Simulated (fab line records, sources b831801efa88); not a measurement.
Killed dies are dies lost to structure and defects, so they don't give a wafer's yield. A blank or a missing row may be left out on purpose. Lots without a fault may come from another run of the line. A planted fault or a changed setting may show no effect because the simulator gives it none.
Which tool did it? | flow sky130 | 12 lots, 36 wafers sampled, at 5 steps of a route of 708

WHAT THE GAUGES READ, wafer by wafer
SKY_CAPM_THK_MEAS_04: measures by xrf.
lot  | measured     | on            | CAPM_TIN_THK (nm)
L075 | day 36 15:08 | film_metro-02 | 200.5 203.0 202.0
L077 | day 37 05:00 | film_metro-04 | 200.2 202.0 202.0
L079 | day 37 21:52 | film_metro-03 | 198.4 199.0 197.6
L081 | day 38 14:26 | film_metro-04 | 203.4 204.9 203.6
L083 | day 39 10:33 | film_metro-02 | 200.1 199.3 200.1
L085 | day 39 20:15 | film_metro-02 | 197.6 198.8 197.2
L087 | day 40 12:34 | film_metro-02 | 205.2 202.1 203.2
L089 | day 41 02:39 | film_metro-02 | 196.0 196.6 197.5
L092 | day 41 21:15 | film_metro-02 | 201.0 198.8 201.4
L093 | day 42 05:19 | film_metro-04 | 199.5 198.0 198.9
L095 | day 42 16:28 | film_metro-04 | 204.3 202.1 200.6
L097 | day 43 04:05 | film_metro-04 | 200.9 201.8 198.3

WHICH TOOL RAN EACH LOT (tool, then ch and the chambers of the sampled wafers, then the start)
lot  | SKY_METAL2_SPUTTER_04        | SKY_VIA2_CMP_24               | SKY_METAL3_SPUTTER_03        | SKY_METAL3_SPUTTER_04
L075 | pvd_sputter-04, day 34 07:28 | cmp-02 ch 0,1,2, day 36 14:21 | pvd_sputter-04, day 36 14:44 | pvd_sputter-04, day 36 14:46
L077 | pvd_sputter-01, day 34 20:51 | cmp-01 ch 1,2,3, day 37 04:17 | pvd_sputter-01, day 37 04:37 | pvd_sputter-01, day 37 04:38
L079 | pvd_sputter-02, day 35 14:12 | cmp-02 ch 2,3, day 37 21:06   | pvd_sputter-04, day 37 21:29 | pvd_sputter-04, day 37 21:30
L081 | pvd_sputter-04, day 36 08:17 | cmp-02 ch 1,3, day 38 13:40   | pvd_sputter-01, day 38 14:03 | pvd_sputter-01, day 38 14:04
L083 | pvd_sputter-04, day 37 03:52 | cmp-02 ch 0,1,2, day 39 09:53 | pvd_sputter-04, day 39 10:10 | pvd_sputter-04, day 39 10:11
L085 | pvd_sputter-01, day 37 15:03 | cmp-02 ch 1,2,3, day 39 19:31 | pvd_sputter-01, day 39 19:52 | pvd_sputter-01, day 39 19:53
L087 | pvd_sputter-04, day 38 08:03 | cmp-02 ch 0,1,2, day 40 11:49 | pvd_sputter-03, day 40 12:10 | pvd_sputter-03, day 40 12:11
L089 | pvd_sputter-01, day 38 22:52 | cmp-02 ch 1,2, day 41 01:54   | pvd_sputter-04, day 41 02:14 | pvd_sputter-04, day 41 02:16
L092 | pvd_sputter-02, day 39 18:02 | cmp-01 ch 0,1,2, day 41 20:34 | pvd_sputter-04, day 41 20:52 | pvd_sputter-04, day 41 20:52
L093 | pvd_sputter-01, day 40 01:36 | cmp-02 ch 0,2,3, day 42 04:33 | pvd_sputter-04, day 42 04:56 | pvd_sputter-04, day 42 04:57
L095 | pvd_sputter-02, day 40 13:16 | cmp-01 ch 1,3, day 42 15:45   | pvd_sputter-01, day 42 16:05 | pvd_sputter-01, day 42 16:06
L097 | pvd_sputter-02, day 41 00:47 | cmp-01 ch 0,1,3, day 43 03:22 | pvd_sputter-04, day 43 03:42 | pvd_sputter-04, day 43 03:43
- SKY_METAL2_SPUTTER_04: material TiN, target thk 70 nm, time 58.3 s.
- SKY_VIA2_CMP_24: polishes, stops on SiO2, t overpolish 20 s, target thk 0 nm.
- SKY_METAL3_SPUTTER_03: material Ti, target thk 5 nm, time 3.3 s.
- SKY_METAL3_SPUTTER_04: material TiN, target thk 70 nm, time 58.3 s.

THE ANSWER, worked out from the rows above alone
Rule: what is usual is taken from the lots themselves. Put in order of their means at a reading, lots are off if they are a third of the lots or fewer, leave a main group of 4 or more, and stand apart from it by a gap of 3 or more times the standard deviation of the main group's means; of several such gaps the widest counts. A main group whose means are all the same, to the digits that the tables above print for the reading, isn't used. A lot without any number at a reading at which 4 lots or more have one is off too. The other lots that the step has rows for count as sound.
No lot is off at any reading shown: from this, nothing can be told.

WHAT THE SIMULATOR HAD PUT IN
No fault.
